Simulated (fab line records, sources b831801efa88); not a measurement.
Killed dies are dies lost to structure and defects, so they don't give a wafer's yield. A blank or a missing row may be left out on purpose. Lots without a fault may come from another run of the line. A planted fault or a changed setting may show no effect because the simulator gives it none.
A struck lot beside a sound one | flow sky130 | 43 steps out of a route of 708
Sound: wafers L943.1, L943.4, L943.6. Struck: wafer L956.1. (L956.2, L956.3 of the same lot were not struck and are left out.) The cause comes at the end.
At each step with rows: each side's tool, then ch and its chambers, then its first start. Under that, the readings that differ: sound wafers | struck wafers | difference of the means | sigmas: that difference in standard deviations of wafers without a fault.
alike: readings whose means differ by less than 2 such deviations, and words and numbers that are the same on both sides. not compared: withheld readings, readings that some wafer has no value for, bounds like >300 that may hide the same value, and numbers for which the record gives no deviation and whose values overlap.
The two part at a step that has a row with sigmas, a row that says differs or no value, or rows on one side only. Numbers that don't overlap but have no deviation are shown without sigmas and don't part them. A reading that every wafer of one side lacks parts them only if that side has two wafers or more.

first, 3 steps without rows for these wafers: SKY_METAL1_EXPOSE_12 (exposes mask MM1, target cd 140 nm); SKY_METAL1_PEB_13; SKY_METAL1_DEVELOP_14 (develop time 60 s).
SKY_METAL1_CD_MEAS_15: target cd 140 nm.
  sound on cd_sem-02, day 32 13:07; struck on cd_sem-01, day 36 23:43
  reading    | sound             | struck | difference | sigmas
  cd_nm (nm) | 140.6 139.6 140.3 | 143.6  | +3.4       | +2
SKY_METAL1_OVL_MEAS_16:
  sound on overlay-01, day 32 13:14; struck on overlay-01, day 36 23:50
  alike: METAL1_OVL
then, 7 steps without rows for these wafers: SKY_METAL1_DESCUM_17 (chemistry O2, time 8 s); SKY_METAL1_ETCH_18 (etches BARC in N2/H2, stops on SiO2, time 45.9 s, target depth 60 nm); SKY_METAL1_METAL_ETCH_19 (etches the open film in Cl2/BCl3, stops on SiO2, target depth 360 nm, time 78 s); SKY_METAL1_STRIP_20 (strips in O2/N2); SKY_METAL1_STRIP_21 (strips in post etch residue remover, time 1200 s); SKY_METAL1_CLEAN_22 (cleans in IPA, time 180 s); SKY_METAL1_CLEAN_23 (cleans in O3/DIW).
SKY_VIA1_HDPCVD_00: deposits SiO2, target thk 1030 nm, time 171.7 s.
  sound on hdpcvd-02 ch 0,1, day 32 14:08; struck on hdpcvd-01 ch 0,1,2, day 37 00:39
SKY_VIA1_THK_MEAS_01:
  sound on film_metro-02, day 32 14:19; struck on film_metro-02, day 37 00:46
  alike: VIA1_HDPCVD_THK
SKY_VIA1_CMP_02: polishes SiO2.
  sound on cmp-02 ch 0,1,2, day 32 14:28; struck on cmp-02 ch 1, day 37 00:49
  alike: motor_current_A
SKY_VIA1_BOW_MEAS_03:
  sound on film_metro-03, day 32 14:40; struck on film_metro-03, day 37 01:07
  alike: VIA1_BOW
then, 8 steps without rows for these wafers: SKY_VIA1_DEHYDRATE_04 (time 60 s); SKY_VIA1_HMDS_05 (prime time 60 s); SKY_VIA1_COAT_06 (resist thk 60 nm); SKY_VIA1_COAT_07 (resist thk 450 nm); SKY_VIA1_SOFTBAKE_08 (time 90 s); SKY_VIA1_EXPOSE_09 (exposes mask VIM, target cd 150 nm); SKY_VIA1_PEB_10; SKY_VIA1_DEVELOP_11 (develop time 60 s).
SKY_VIA1_CD_MEAS_12: target cd 150 nm.
  sound on cd_sem-02, day 33 17:30; struck on cd_sem-01, day 38 02:25
  alike: cd_nm
SKY_VIA1_OVL_MEAS_13:
  sound on overlay-01, day 33 17:37; struck on overlay-02, day 38 02:32
  alike: VIA1_OVL
SKY_VIA1_ETCH_14: etches BARC in N2/H2, stops on SiO2, time 45.9 s, target depth 60 nm.
  sound on rie_diel-04 ch 1,3, day 33 17:40; struck on rie_diel-03 ch 3, day 38 02:34
  alike: drypump_motor_current_A, oes_product_au, rf_fwd_power_W, throttle_valve_pct
  not compared: rf_hours_counter_h
SKY_VIA1_ETCH_15: etches SiO2 in C4F8/O2/Ar, stops on TiN, target depth 351 nm, time 54 s.
  sound on rie_diel-04 ch 1,3, day 33 17:42; struck on rie_diel-03 ch 3, day 38 02:37
  alike: oes_product_au, rf_fwd_power_W
  not compared: rf_hours_counter_h
then, 6 steps without rows for these wafers: SKY_VIA1_STRIP_16 (strips in O2/N2); SKY_VIA1_STRIP_17 (strips in post etch residue remover, time 1200 s); SKY_VIA1_CLEAN_18 (cleans in IPA, time 180 s); SKY_VIA1_CLEAN_19 (cleans in O3/DIW); SKY_VIA1_SPUTTER_20 (material TiN, target thk 20 nm, time 80 s); SKY_VIA1_CVD_21 (deposits W, target thk 270 nm, time 80.902 s).
SKY_VIA1_RS_MEAS_22: measures by four-point-probe.
  sound on film_metro-01, day 33 18:34; struck on film_metro-02, day 38 03:46
  reading            | sound             | struck | difference | sigmas
  VIA1_W_RS (ohm/sq) | 0.421 0.423 0.424 | 0.431  | +0.008     | +2
SKY_VIA1_THK_MEAS_23: measures by xrf.
  sound on film_metro-01, day 33 18:41; struck on film_metro-02, day 38 03:53
  alike: VIA1_W_THK
SKY_VIA1_CMP_24: polishes, stops on SiO2, t overpolish 15 s, target thk 0 nm.
  sound on cmp-02 ch 0,1,3, day 33 18:48; struck on cmp-01 ch 3, day 38 03:59
  reading                | sound    | struck | difference | sigmas
  time_to_endpoint_s (s) | 66 69 68 | 58     | -10        | -2
  alike: motor_current_A, overpolish_run_s
SKY_METAL2_SPUTTER_00: material Ti, target thk 15 nm, time 10 s.
  sound on pvd_sputter-02, day 33 19:03; struck on pvd_sputter-03, day 38 04:14
  reading                | sound          | struck | difference | sigmas
  throttle_valve_pct (%) | 30.6 30.9 30.2 | 27.6   | -3.0       | -2
then, 4 steps without rows for these wafers: SKY_METAL2_SPUTTER_01 (material TiN, target thk 20 nm, time 16.7 s); SKY_METAL2_SPUTTER_02 (material AlCu, target thk 250 nm, time 13.3 s); SKY_METAL2_SPUTTER_03 (material Ti, target thk 5 nm, time 3.3 s); SKY_METAL2_SPUTTER_04 (material TiN, target thk 70 nm, time 58.3 s).
-- the record jumps here: 11 days lie between the struck wafers' starts before and after (it left off in module METAL2 and takes up again in module PAD_OPEN, whose first step shown is number 708 of the route) --
SKY_PAD_OPEN_PROBE_99:
  sound on prober-01, day 45 13:05; struck on prober-01, day 48 21:23
  reading                               | sound             | struck | difference | sigmas
  defect_limited_yield (%)              | 81.9 83.5 80.7    | 69.3   | -12.7      | -7
  killed_at_M0_to_M3                    | 52 39 47          | 112    | +66        | +10
  killed_dies                           | 89 81 95          | 151    | +63        | +7
  sort_bin_3_pad_short (%)              | 1.0 1.0 1.0       | 4.5    | +3.5       | +9
  sort_bin_5_function (%)               | 10.4 11.0 10.6    | 17.7   | +7.0       | +5
  sort_bin_6_memory (%)                 | 6.7 4.5 7.7       | 8.5    | +2.2       | +2
  sort_n_pass                           | 403 411 397       | 341    | -63        | -7
  sort_yield_pct (%)                    | 81.9 83.5 80.7    | 69.3   | -12.7      | -7
  model.etest.tester.sort_n_pass        | 403 411 397       | 341    | -63        |
  model.etest.tester.sort_yield_pct (%) | 81.91 83.54 80.69 | 69.31  | -12.74     |
  model.etest.tester.sort_bin_5_pct (%) | 10.37 10.98 10.57 | 17.68  | +7.04      |
  model.etest.tester.sort_bin_3_pct (%) | 1.016 1.016 1.016 | 4.472  | +3.456     |
  alike: killed_at_M4_up, killed_at_contacts, killed_at_front_end, killed_at_other, killed_on_rim, killed_open, killed_short

WHERE THEY PART
First at SKY_METAL1_CD_MEAS_15; last, within this record, at SKY_PAD_OPEN_PROBE_99.

WHY: what the simulator had put in
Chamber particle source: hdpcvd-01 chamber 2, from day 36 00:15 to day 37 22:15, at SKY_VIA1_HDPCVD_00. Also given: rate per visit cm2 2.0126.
